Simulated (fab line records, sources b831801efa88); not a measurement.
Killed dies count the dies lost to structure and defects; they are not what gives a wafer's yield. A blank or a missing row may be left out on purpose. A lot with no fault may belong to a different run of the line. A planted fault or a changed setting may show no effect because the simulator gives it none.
A lot that was struck, set against a sound lot :: flow sky130 :: 26 out of 708 route steps
Sound: these wafers, L335.2, L335.4, L335.5. The struck wafers were L338.4, L338.5, L338.6. At the end, the cause is stated.
For every step that has rows: the tool of each side, followed by ch and its chambers, followed by its first start. Under that, the readings that differ: sound wafers :: struck wafers :: difference of the means :: sigmas: that difference in standard deviations of wafers without a fault.
alike: readings whose means differ by less than 2 such deviations, and words and numbers that are the same on both sides. not compared: withheld readings, readings that some wafer has no value for, bounds like >300 that may hide the same value, and numbers for which the record gives no deviation and whose values overlap.
A row with sigmas, a row that says differs or no value, or rows on one side alone: a step with any of these is where the two part. Numbers that don't overlap but have no deviation are shown without sigmas and don't part them. A reading that every wafer of one side lacks parts them only if that side has two wafers or more.

first, 1 step without rows for these wafers: SKY_VT_ADJUST_HVTP_IMPLANT_09.
SKY_VT_ADJUST_HVTP_STRIP_10: strips in O2/N2.
  sound on plasma_asher-02 ch 0,1, day 8 14:45; struck on plasma_asher-02 ch 0,1, day 9 02:16
  alike: chamber_pressure_mTorr, drypump_motor_current_A, oes_product_au, strip_time_to_endpoint_s
  not compared: rf_hours_counter_h
SKY_VT_ADJUST_HVTP_TW_MEAS_11:
  sound: film_metro-02 at day 8 14:52; struck: film_metro-04 at day 9 02:22
  alike: VT_ADJUST_HVTP_TW
then, 7 steps without rows for these wafers: SKY_VT_ADJUST_LVTN_DEHYDRATE_00 (time 60 s); SKY_VT_ADJUST_LVTN_HMDS_01 (prime time 60 s); SKY_VT_ADJUST_LVTN_COAT_02 (resist thk 3000 nm); SKY_VT_ADJUST_LVTN_SOFTBAKE_03; SKY_VT_ADJUST_LVTN_EXPOSE_04 (exposes mask NWM COMPLEMENT LESS NATIVE, target cd 840 nm); SKY_VT_ADJUST_LVTN_PEB_05; SKY_VT_ADJUST_LVTN_DEVELOP_06 (develop time 60 s).
SKY_VT_ADJUST_LVTN_OVL_MEAS_07:
  sound: overlay-01 at day 9 12:22; struck: overlay-01 at day 10 00:22
  alike: VT_ADJUST_LVTN_OVL
after that, 1 step had no rows for these wafers: SKY_VT_ADJUST_LVTN_IMPLANT_08.
SKY_VT_ADJUST_LVTN_STRIP_09: strips in O2/N2.
  sound on plasma_asher-03 ch 0,1, day 9 12:33; struck on plasma_asher-04 ch 0,1, day 10 00:34
  no value came back on the struck wafers for chamber_pressure_mTorr (mTorr), drypump_motor_current_A (A), oes_product_au (a.u.), strip_time_to_endpoint_s (s); on the sound wafers chamber_pressure_mTorr (mTorr) reads 1499.4 1499.9 1501.8
reading: model.coat_of_VT_ADJUST_LVTN_COAT_02.thk_nm (nm)
sound: 0 0 0
struck: 3014 2997 3012
difference: +3008
sigmas: 
  not compared: rf_hours_counter_h
SKY_VT_ADJUST_LVTN_TW_MEAS_10:
  sound: film_metro-02 at day 9 12:40; struck: film_metro-02 at day 10 00:40
  alike: VT_ADJUST_LVTN_TW
then, 7 steps without rows for these wafers: SKY_VT_ADJUST_LVTN_DEHYDRATE_11 (time 60 s); SKY_VT_ADJUST_LVTN_HMDS_12 (prime time 60 s); SKY_VT_ADJUST_LVTN_COAT_13 (resist thk 1140 nm); SKY_VT_ADJUST_LVTN_SOFTBAKE_14 (time 60 s); SKY_VT_ADJUST_LVTN_EXPOSE_15 (exposes mask HVN STD DERIVED, target cd 600 nm); SKY_VT_ADJUST_LVTN_PEB_16; SKY_VT_ADJUST_LVTN_DEVELOP_17 (develop time 60 s).
SKY_VT_ADJUST_LVTN_OVL_MEAS_18:
  sound: overlay-01 at day 10 11:18; struck: overlay-02 at day 10 22:52
  alike: VT_ADJUST_LVTN_01_OVL
after that, 1 step had no rows for these wafers: SKY_VT_ADJUST_LVTN_IMPLANT_19.
SKY_VT_ADJUST_LVTN_STRIP_20: strips in O2/N2.
  sound on plasma_asher-03 ch 0,1, day 10 11:29; struck on plasma_asher-04 ch 0,1, day 10 23:04
reading: strip_time_to_endpoint_s (s)
sound: 14.18 14.14 14.17
struck: 58.90 58.69 58.90
difference: +44.67
sigmas: +99 or more
  alike: chamber_pressure_mTorr, drypump_motor_current_A, oes_product_au
  not compared: rf_hours_counter_h
SKY_VT_ADJUST_LVTN_TW_MEAS_21:
  sound: film_metro-03 at day 10 11:35; struck: film_metro-03 at day 10 23:10
reading: VT_ADJUST_LVTN_2_TW
sound: 186.3 186.8 187.4
struck: 29.9 29.9 29.8
difference: -157.0
sigmas: -99 or more
then, 1 step without rows for these wafers: SKY_VT_ADJUST_NCORE_DEHYDRATE_00 (time 60 s).

WHERE THEY PART
Last at SKY_VT_ADJUST_LVTN_TW_MEAS_21 as far as this record goes, first at SKY_VT_ADJUST_LVTN_STRIP_09.

WHY: the cause the simulator had injected
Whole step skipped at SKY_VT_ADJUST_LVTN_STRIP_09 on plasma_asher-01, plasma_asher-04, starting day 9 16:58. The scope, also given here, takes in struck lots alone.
